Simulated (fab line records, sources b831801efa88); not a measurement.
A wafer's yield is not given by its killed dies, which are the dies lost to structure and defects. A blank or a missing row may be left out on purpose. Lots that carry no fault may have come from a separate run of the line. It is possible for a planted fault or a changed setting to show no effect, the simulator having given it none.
One fault seen from 2 desks ; flow sky130 ; numbers are kept per desk, each desk with only its own; the story behind them comes last

== DESK OF THE TOOL OWNER: furnace-01 ==
The tool's own readings at SKY_SONOS_ONO_OXIDATION_00 (stabilise 600 s, purge 300 s, target thk 2.6 nm): means of the sampled wafers that have a number, for each lot that ran on this tool. The brackets show how far a lot's mean lies from the usual mean; more than 4 standard deviations puts the lot out of limits, marked OUT.
Columns: A = spike_tc_centre_C at SKY_SONOS_ONO_OXIDATION_00, usual 801.4 C; B = spike_tc_lower_C at SKY_SONOS_ONO_OXIDATION_00, usual 801.1 C; C = spike_tc_top_C at SKY_SONOS_ONO_OXIDATION_00, usual 812.9 C; D = spike_tc_upper_C at SKY_SONOS_ONO_OXIDATION_00, usual 799.9 C; E = tube_center_temp_C at SKY_SONOS_ONO_OXIDATION_00, usual 799.99 C; F = tube_center_temp_C_max at SKY_SONOS_ONO_OXIDATION_00, usual 802.0; G = zone_power_bottom_pct at SKY_SONOS_ONO_OXIDATION_00, usual 22.1 %
lot;first seen here;A;B;C;D;E;F;G
L346;day 11 23:15;801.9;800.9;812.9;800.2;799.95;802.1;22.0
L348;day 13 09:08;802.9;801.6;813.5;800.6;799.97;801.7;21.8
L350;day 14 09:17;803.0;799.9;814.5;800.2;799.97;801.6;21.7
L351;day 14 09:17;801.7;801.8;813.5;799.3;800.03;802.0;21.8
L352;day 14 13:35;801.5;800.8;814.4;799.2;800.04;802.3;21.7
L353;day 14 22:45;806.3 (+4.1) OUT;804.6;818.2;804.4 (+4.5) OUT;803.98 (+61) OUT;806.0 (+12) OUT;22.1
L354;day 15 08:10;806.2 (+4.0) OUT;805.8;817.3;803.7;803.97 (+60) OUT;805.8 (+11) OUT;21.9
L365;day 18 15:05;801.7;800.8;813.7;800.5;799.99;802.0;21.6
L366;day 18 15:05;801.9;801.5;813.4;800.4;799.97;802.3;22.1
L367;day 19 00:59;801.3;800.6;813.5;801.5;799.95;802.2;21.7
This desk's finding: out of limits on L353, L354; first on L353, day 14 22:45 (spike_tc_centre_C at SKY_SONOS_ONO_OXIDATION_00). L346, L348, L350, L351, L352, L365, L366, L367: within limits.

== THE METROLOGY DESK ==
What the gauges read for every lot (on any tool): the sampled wafers with a number, averaged. The brackets show how far a lot's mean lies from the usual mean; more than 4 standard deviations puts the lot out of limits, marked OUT.
Columns: A = SONOS_ONO_OXIDATION_THK at SKY_SONOS_ONO_THK_MEAS_01, usual 2.62 nm
lot;first seen here;A
L344;day 11 09:49;2.50
L345;day 11 21:47;2.61
L346;day 12 00:37;2.56
L347;day 12 04:17;2.59
L348;day 13 10:31;2.58
L350;day 14 10:38;2.62
L351;day 14 10:38;2.63
L352;day 14 14:56;2.66
L353;day 15 00:07;2.74
L354;day 15 09:31;2.76
L357;day 16 00:56;2.56
L365;day 18 16:27;2.58
L366;day 18 16:27;2.55
L367;day 19 02:20;2.66
This desk's verdict: no lot among the 14 shows anything out of limits.

== ALL TOGETHER ==
At day 14 22:45, on L353, L354, the tool owner's desk was in a position to raise an alarm.
From the metrology desk's view, nothing was out of limits.
The metrology desk has L353, L354 on record, within its limits.
Of the lots named, all ran SKY_SONOS_ONO_OXIDATION_00 on furnace-01.

== WHAT HAD BEEN PUT IN BY THE SIMULATOR ==
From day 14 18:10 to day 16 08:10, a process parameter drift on furnace-01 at SKY_SONOS_ONO_OXIDATION_00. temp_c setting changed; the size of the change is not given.
Shown lots that were struck: L353, L354.
How many hours passed from the start of the fault until each desk's first out-of-limits reading: the tool owner's desk, 5.
